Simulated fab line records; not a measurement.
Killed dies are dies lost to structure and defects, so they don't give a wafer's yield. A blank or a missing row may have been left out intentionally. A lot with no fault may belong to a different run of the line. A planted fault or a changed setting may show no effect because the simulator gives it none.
Struck lot and sound lot, side by side | flow gf180mcu | 14 steps out of a route of 602
Sound: wafers L671.1, L671.2, L671.3. Wafers struck: L679.2, L679.3, L679.4. The cause comes at the end.
For every step that has rows: the tool of each side, followed by ch and its chambers, followed by its first start. Under that, the readings that differ: sound wafers | struck wafers | difference of the means | sigmas: that difference in standard deviations of wafers without a fault.
alike: same words and numbers on both sides, and readings whose means sit less than 2 such deviations apart. not compared: any withheld reading, any reading some wafer has no value for, any bound like >300 that may hide the same value, and any number with overlapping values for which the record gives no deviation.
A row with sigmas, a row that says differs or no value, or rows on one side alone: a step with any of these is where the two part. Numbers that have no deviation but don't overlap get no sigmas and don't part them. A reading that every wafer of one side lacks parts them only if that side has two wafers or more.

GF_V3_THK_MEAS_01:
  sound: film_metro-04 at day 23 12:58; struck: film_metro-04 at day 26 01:34
  alike: V3_CVD_00_THK
GF_V3_CVD_02: deposits SiO2 from TEOS, target thk 850 nm, time 94.851 s.
  sound on pecvd-01 ch 0,1,2, day 23 13:01; struck on pecvd-02 ch 1,2, day 26 01:37
  alike: heater_power_w, susceptor_temp_C
GF_V3_THK_MEAS_03:
  sound: film_metro-02 at day 23 13:05; struck: film_metro-01 at day 26 01:42
  alike: V3_CVD_02_THK
GF_V3_CMP_04: polishes SiO2.
  sound on cmp-01 ch 1,2,3, day 23 13:09; struck on cmp-01 ch 0,1,2, day 26 01:52
  alike: head_pressure_psi, motor_current_A, time_to_endpoint_s
GF_V3_BOW_MEAS_05:
  sound: film_metro-04 at day 23 13:36; struck: film_metro-01 at day 26 02:11
  alike: V3_BOW
then, 7 steps without rows for these wafers: GF_V3_DEHYDRATE_06 (time 60 s); GF_V3_HMDS_07 (prime time 60 s); GF_V3_COAT_08; GF_V3_COAT_09 (resist thk 1000 nm); GF_V3_SOFTBAKE_10 (time 60 s); GF_V3_EXPOSE_11 (exposes mask Via3, target cd 260 nm); GF_V3_PEB_12 (peb time 90 s).
GF_V3_DEVELOP_13: develop time 60 s.
  struck on litho_track-01, day 26 22:26; sound on litho_track-03 ch 0, day 24 11:44
  no value came back on the struck wafers for chill_plate_temp_C (C), develop_time_s (s); on the sound wafers chill_plate_temp_C (C) reads 23.04 23.20 23.14
  reading                             | sound           | struck         | difference | sigmas
  model.KrF_of_V3_COAT_09.thk_nm (nm) | 984 984.6 984.6 | 1004 1000 1002 | +18        |
GF_V3_CD_MEAS_14: target cd 260 nm.
  sound: cd_sem-02 at day 24 11:53; struck: cd_sem-02 at day 26 22:35
  reading    | sound             | struck | difference                    | sigmas
  cd_nm (nm) | 260.4 259.1 260.5 | - - -  | no value on the struck wafers |

== WHERE THEY PART ==
First at GF_V3_DEVELOP_13; last, within this record, at GF_V3_CD_MEAS_14.

WHY: the cause the simulator had injected
Skipped step whole: litho_track-01, from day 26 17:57 on, at GF_V3_DEVELOP_13. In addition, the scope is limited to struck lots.
